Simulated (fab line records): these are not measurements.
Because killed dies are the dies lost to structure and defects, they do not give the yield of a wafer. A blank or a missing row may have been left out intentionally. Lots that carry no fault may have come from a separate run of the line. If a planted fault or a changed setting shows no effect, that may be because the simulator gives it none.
Chamber matching :: flow gf180mcu :: cmp-01 running GF_V3_CMP_04: 4 sister chambers
The step polishes SiO2. 8 wafers are shown with their chamber, then 12 later ones without.

WAFERS PAIRED WITH THEIR CHAMBERS
wafer: L080.4
chamber: 3
motor current A (A): 14.3
time to endpoint s (s): 92

wafer: L081.2
chamber: 2
motor current A (A): 11.2
time to endpoint s (s): 81

wafer: L082.2
chamber: 2
motor current A (A): 11.2
time to endpoint s (s): 77

wafer: L083.5
chamber: 0
motor current A (A): 12.8
time to endpoint s (s): 81

wafer: L083.6
chamber: 1
motor current A (A): 12.8
time to endpoint s (s): 78

wafer: L088.2
chamber: 0
motor current A (A): 13.0
time to endpoint s (s): 74

wafer: L088.4
chamber: 3
motor current A (A): 14.2
time to endpoint s (s): 78

wafer: L088.6
chamber: 1
motor current A (A): 12.5
time to endpoint s (s): 79

WAFERS WITHOUT THEIR CHAMBER
wafer: L089.2
motor current A (A): 13.4
time to endpoint s (s): 75

wafer: L089.3
motor current A (A): 13.0
time to endpoint s (s): 79

wafer: L089.4
motor current A (A): 14.6
time to endpoint s (s): 82

wafer: L090.3
motor current A (A): 14.3
time to endpoint s (s): 79

wafer: L090.4
motor current A (A): 12.9
time to endpoint s (s): 81

wafer: L090.5
motor current A (A): 12.8
time to endpoint s (s): 82

wafer: L091.1
motor current A (A): 14.1
time to endpoint s (s): 81

wafer: L091.5
motor current A (A): 13.2
time to endpoint s (s): 87

wafer: L091.6
motor current A (A): 13.7
time to endpoint s (s): 81

wafer: L095.1
motor current A (A): 12.2
time to endpoint s (s): 82

wafer: L095.3
motor current A (A): 12.6
time to endpoint s (s): 80

wafer: L095.4
motor current A (A): 14.7
time to endpoint s (s): 84

THE CHAMBER EACH PASSED THROUGH
wafer: L089.2
from the rows above: can't be placed: 0 or 1
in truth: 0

wafer: L089.3
from the rows above: can't be placed: 0 or 1
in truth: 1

wafer: L089.4
from the rows above: 3
in truth: 3

wafer: L090.3
from the rows above: 3
in truth: 3

wafer: L090.4
from the rows above: can't be placed: 0 or 1
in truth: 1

wafer: L090.5
from the rows above: can't be placed: 0 or 1
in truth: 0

wafer: L091.1
from the rows above: 3
in truth: 3

wafer: L091.5
from the rows above: can't be placed: 0 or 1
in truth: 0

wafer: L091.6
from the rows above: can't be placed: 3 or 0
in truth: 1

wafer: L095.1
from the rows above: can't be placed: 1 or 0
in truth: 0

wafer: L095.3
from the rows above: can't be placed: 1 or 0
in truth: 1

wafer: L095.4
from the rows above: 3
in truth: 3
Correct placement for 4 of the 12. Not placeable from these rows: 8 (in 7, the candidates include the true chamber). 0 placed wrongly.
How it was worked out, from the rows above alone: a wafer's distance from a chamber is the root of the sum, over the readings, of the square of ((its reading less the chamber's mean) divided by the reading's scatter). If the next closest chamber is less than 2 further off than the closest, the wafer can't be placed; otherwise it belongs to the closest. The mean given for a chamber averages the wafers shown for that chamber. The scatter: take each reading less its chamber's mean, square it, sum over the shown wafers, divide by the number of wafers less the number of chambers, and take the root.
